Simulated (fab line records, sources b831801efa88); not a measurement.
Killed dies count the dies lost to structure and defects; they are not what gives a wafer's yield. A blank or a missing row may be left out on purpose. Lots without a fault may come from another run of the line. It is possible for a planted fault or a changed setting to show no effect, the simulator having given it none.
Problem report, 8D (eight disciplines) form, completed by code :: flow sky130 :: the parts of the form that need people (team, actions taken, sign-off) are left out

== 1. WHAT IS WRONG ==
Mean GATE_OXIDE_TW at SKY_GATE_OXIDE_TW_MEAS_14: 239.8 over 6 wafers in 2 lots; fault-free wafers: 222.0, standard deviation 2.3. Relative to the usual mean, that is a shift of +7.7 standard deviations.
First observed at day 19 19:26: wafer L448.2, on film-metro-04. At this step, 36 wafers from 12 lots have a number in the record. Rule for "out" (also "out of limits"): further than 4 standard deviations from the usual mean. Any other wafer with a number is counted as sound.

== 2. WHAT IT IS; WHAT IT IS NOT ==
question: which readings at this step
is: GATE_OXIDE_TW
is not: -

question: which lots
is: L448, L449
is not: L432, L434, L435, L438, L439, L440, L442, L444, L445, L454

question: which wafers of those lots
is: all that have a number
is not: -

question: read on which gauges
is: film-metro-01, film-metro-04
is not: film-metro-02

question: when
is: from day 19 19:26
is not: up to then (27 sound wafers); but 3 sound wafers of L454 came after

== 3. SUSPECTS, AND WHAT RULES EACH OUT ==
Counting: a tool at any process step up to the reading remains a suspect when it ran all the lots that are out and ran no sound lot after the first of those.
- the gauge at SKY_GATE_OXIDE_TW_MEAS_14 has been ruled out. The wafers that are out were read on 2 gauges (film-metro-01, film-metro-04).
- rie-diel-02 at SKY_SONOS_ONO_ETCH_15 (etches the open film in CHF3/O2, target depth 19.52 nm, time 7.8 s): kept. It processed each lot that is out, first L448 at day 18 08:32, and no sound lot thereafter; up to then, the last sound lot it processed was L445 at day 17 07:26.
- implanter-02 at SKY_GATE_OXIDE_IMPLANT_11: kept. It processed each lot that is out, first L448 at day 19 19:05, and no sound lot thereafter; up to then, the last sound lot it processed was L445 at day 18 14:24. On those wafers its own readings are out: dose-ions-cm2, faraday-current-uA.
After counting, rie-diel-02 at SKY_SONOS_ONO_ETCH_15 and implanter-02 at SKY_GATE_OXIDE_IMPLANT_11 remain.

== 4. THE CAUSE (what the simulator had put in) ==
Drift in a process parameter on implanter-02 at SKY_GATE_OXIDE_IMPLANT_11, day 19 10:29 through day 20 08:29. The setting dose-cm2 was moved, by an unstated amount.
Counting leaves 2 suspects; this tool is one of them.

== 5. SEQUENCE OF EFFECTS, ordered by route ==
Each row: a reading where the mean over the struck wafers with a number is more than 3 standard deviations away from the usual. Only readings for which the record gives a usual standard deviation are gone through. hours: the time from each lot's start at the first step in this table that gives one to its start at this step, as a median over the lots. sigmas: the change in usual standard deviations.
hours: 0
step: SKY_GATE_OXIDE_IMPLANT_11
reading: dose-ions-cm2
usual: 2.6007e+12
on struck wafers: 3.4277e+12
change: +8.2700e+11
sigmas: +99 or more

hours: 0
step: SKY_GATE_OXIDE_IMPLANT_11
reading: faraday-current-uA
usual: 14.6
on struck wafers: 19.1
change: +4.5
sigmas: +14

hours: 0
step: SKY_GATE_OXIDE_TW_MEAS_14
reading: GATE_OXIDE_TW
usual: 222.0
on struck wafers: 239.8
change: +17.8
sigmas: +7.7
Its process steps:
- SKY_GATE_OXIDE_IMPLANT_11

== 6. HOW IT WOULD HAVE BEEN CAUGHT EARLIER ==
In this record the first reading out of limits at a measuring or inspecting step was taken at day 19 19:26, 9 hours after the fault began at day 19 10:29.
At SKY_GATE_OXIDE_IMPLANT_11, the tool's own readings (dose-ions-cm2, faraday-current-uA) were out on each struck wafer the step has a row for, so an alarm limit on them would have fired on the first such wafer.
Lots out: 2; of these, L449 started SKY_GATE_OXIDE_IMPLANT_11 on implanter-02 after day 19 19:26. A tool hold placed at that time would have kept it from harm.
